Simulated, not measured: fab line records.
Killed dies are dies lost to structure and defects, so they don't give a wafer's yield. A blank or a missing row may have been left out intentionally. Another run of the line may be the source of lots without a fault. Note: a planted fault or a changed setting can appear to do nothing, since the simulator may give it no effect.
Matching of chambers | flow sky130 | cmp-02 running SKY_VIA1_CMP_24: 4 sister chambers
The step polishes, stops on SiO2, t overpolish 15 s, target thk 0 nm. 4 wafers are shown with their chamber, then 12 later ones without.

EACH WAFER AND ITS CHAMBER
wafer  | chamber | motor current A (A)
L089.6 | 0       | 15.5
L092.1 | 3       | 10.1
L092.2 | 2       | 9.6
L092.4 | 1       | 10.9

WAFERS MISSING THEIR CHAMBER
wafer  | motor current A (A)
L093.2 | 10.5
L093.3 | 11.1
L093.4 | 14.8
L094.2 | 9.8
L094.3 | 15.5
L094.5 | 9.6
L097.2 | 10.3
L097.3 | 9.4
L097.6 | 10.0
L097.1 | 11.2
L097.4 | 14.6
L097.5 | 10.1

WHICH CHAMBER EACH ONE RAN IN
wafer  | from the rows above          | in truth
L093.2 | can't be placed: 1 or 3 or 2 | 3
L093.3 | 1                            | 1
L093.4 | 0                            | 0
L094.2 | can't be placed: 2 or 3      | 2
L094.3 | 0                            | 0
L094.5 | can't be placed: 2 or 3      | 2
L097.2 | can't be placed: 3 or 1 or 2 | 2
L097.3 | can't be placed: 2 or 3      | 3
L097.6 | can't be placed: 3 or 2      | 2
L097.1 | 1                            | 1
L097.4 | 0                            | 0
L097.5 | can't be placed: 3 or 2      | 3
Placed correctly: 5 of 12. Can't be placed from these rows: 7 (the true chamber is among the candidates in 7). Placed wrongly: 0.
How it was worked out, from the rows above alone: a wafer's distance from a chamber is the root of the sum, over the readings, of the square of ((its reading less the chamber's mean) divided by the reading's scatter). If the next closest chamber is less than 2 further off than the closest, the wafer can't be placed; otherwise it belongs to the closest. The mean given for a chamber averages the wafers shown for that chamber. The scatter (one wafer shown for each chamber): square how far every hidden wafer sits from the nearest shown wafer, average those squares and take the square root.
